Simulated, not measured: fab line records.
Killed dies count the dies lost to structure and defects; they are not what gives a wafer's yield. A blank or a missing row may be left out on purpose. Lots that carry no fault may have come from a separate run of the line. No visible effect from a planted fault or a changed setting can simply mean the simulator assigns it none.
Comparing a struck lot with a sound one :: flow sky130 :: 15 out of 708 route steps
Sound: these wafers, L989.1, L989.5, L989.6. Struck: wafers L981.2, L981.4, L981.5. Last of all comes the cause.
Each step with rows lists, per side, the tool, then ch with its chambers, then its first start. Under that, the readings that differ: sound wafers :: struck wafers :: difference of the means :: sigmas: that difference in standard deviations of wafers without a fault.
alike: readings with means less than 2 such deviations apart, plus words and numbers identical on both sides. not compared: withheld readings, readings lacking a value on some wafer, bounds such as >300 that could conceal the same value, and numbers that have no deviation in the record and whose values overlap.
Wherever a step has rows on one side only, a row that says differs or no value, or a row with sigmas, the two part there. When numbers do not overlap yet have no deviation, they are printed without sigmas and do not part them. A reading that every wafer of one side lacks parts them only if that side has two wafers or more.

SKY_LOCAL_INTERCONNECT_CD_MEAS_11 targets a cd of 170 nm.
  struck on cd-sem-02, day 34 08:31; sound on cd-sem-01, day 36 19:51
  alike: cd-nm
SKY_LOCAL_INTERCONNECT_OVL_MEAS_12:
  struck on overlay-01, day 34 08:37; sound on overlay-01, day 36 19:58
  alike: LOCAL_INTERCONNECT_OVL
SKY_LOCAL_INTERCONNECT_ETCH_13: etches BARC in N2/H2, stops on SiO2, time 45.9 s, target depth 60 nm.
  sound on rie-metal-02 ch 0,1, day 36 20:00; struck on rie-metal-02 ch 1, day 34 08:39
  alike: drypump-motor-current-A, oes-product-au, throttle-valve-pct
  not compared: rf-hours-counter-h
SKY_LOCAL_INTERCONNECT_METAL_ETCH_14: etches TiN in Cl2/BCl3, stops on PSG, target depth 110 nm, time 31.4 s.
  sound on rie-metal-02 ch 0,1, day 36 20:04; struck on rie-metal-02 ch 1, day 34 08:43
  alike: drypump-motor-current-A, oes-product-au, throttle-valve-pct
  not compared: rf-hours-counter-h
SKY_LOCAL_INTERCONNECT_STRIP_15: strips in O2/N2.
  sound on plasma-asher-04 ch 0,1, day 36 20:07; struck on plasma-asher-04 ch 0, day 34 08:46
  alike: drypump-motor-current-A, oes-product-au, strip-time-to-endpoint-s
  not compared: rf-hours-counter-h
then, 3 steps without rows for these wafers: SKY_LOCAL_INTERCONNECT_STRIP_16 (strips in post etch residue remover, time 1200 s); SKY_LOCAL_INTERCONNECT_CLEAN_17 (cleans in IPA, time 180 s); SKY_LOCAL_INTERCONNECT_CLEAN_18 (cleans in O3/DIW).
SKY_CONTACT_CVD_00: deposits Si3N4, target thk 75 nm.
  sound on pecvd-03 ch 0,1, day 36 20:44; struck on pecvd-01 ch 1,2, day 34 09:23
  alike: heater-power-outer-w, heater-power-w
SKY_CONTACT_THK_MEAS_01:
  struck on film-metro-04, day 34 09:26; sound on film-metro-02, day 36 20:47
  alike: CONTACT_CVD_00_THK
then, 1 step without rows for these wafers: SKY_CONTACT_HDPCVD_02 (deposits SiO2, target thk 565 nm, time 94.2 s).
SKY_CONTACT_THK_MEAS_03:
  struck on film-metro-02, day 34 09:34; sound on film-metro-01, day 36 20:56
  alike: CONTACT_HDPCVD_THK
SKY_CONTACT_CMP_04: polishes SiO2.
  sound on cmp-01 ch 2,3, day 36 21:03; struck on cmp-01 ch 0,3, day 34 09:37
reading: head-pressure-psi (psi)
sound: 4.009 4.006 4.005
struck: 3.233 3.230 3.244
difference: -0.771
sigmas: -96

reading: time-to-endpoint-s (s)
sound: 81 82 81
struck: 98 98 101
difference: +18
sigmas: +6
  alike: motor-current-A
SKY_CONTACT_BOW_MEAS_05:
  struck on film-metro-02, day 34 09:56; sound on film-metro-02, day 36 21:18
  alike: CONTACT_BOW
-- the record jumps here: 14 days lie between the struck wafers' starts before and after (it left off in module CONTACT and takes up again in module PAD_OPEN, whose first step shown is number 708 of the route) --
SKY_PAD_OPEN_PROBE_99:
  struck on prober-01, day 48 20:01; sound on prober-01, day 50 11:58
  alike: killed_at_M0_to_M3, killed_at_M4_up, killed-at-contacts, killed-at-front-end, killed-at-other, killed-dies, killed-open, killed-short

## WHERE THEY PART
Only at SKY_CONTACT_CMP_04, as far as this record shows. Later steps at which nothing parts them and some readings are alike: SKY_CONTACT_BOW_MEAS_05, SKY_PAD_OPEN_PROBE_99.

WHY: the cause the simulator had injected
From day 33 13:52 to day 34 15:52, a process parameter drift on cmp-01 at SKY_CONTACT_CMP_04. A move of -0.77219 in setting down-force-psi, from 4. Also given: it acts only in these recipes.
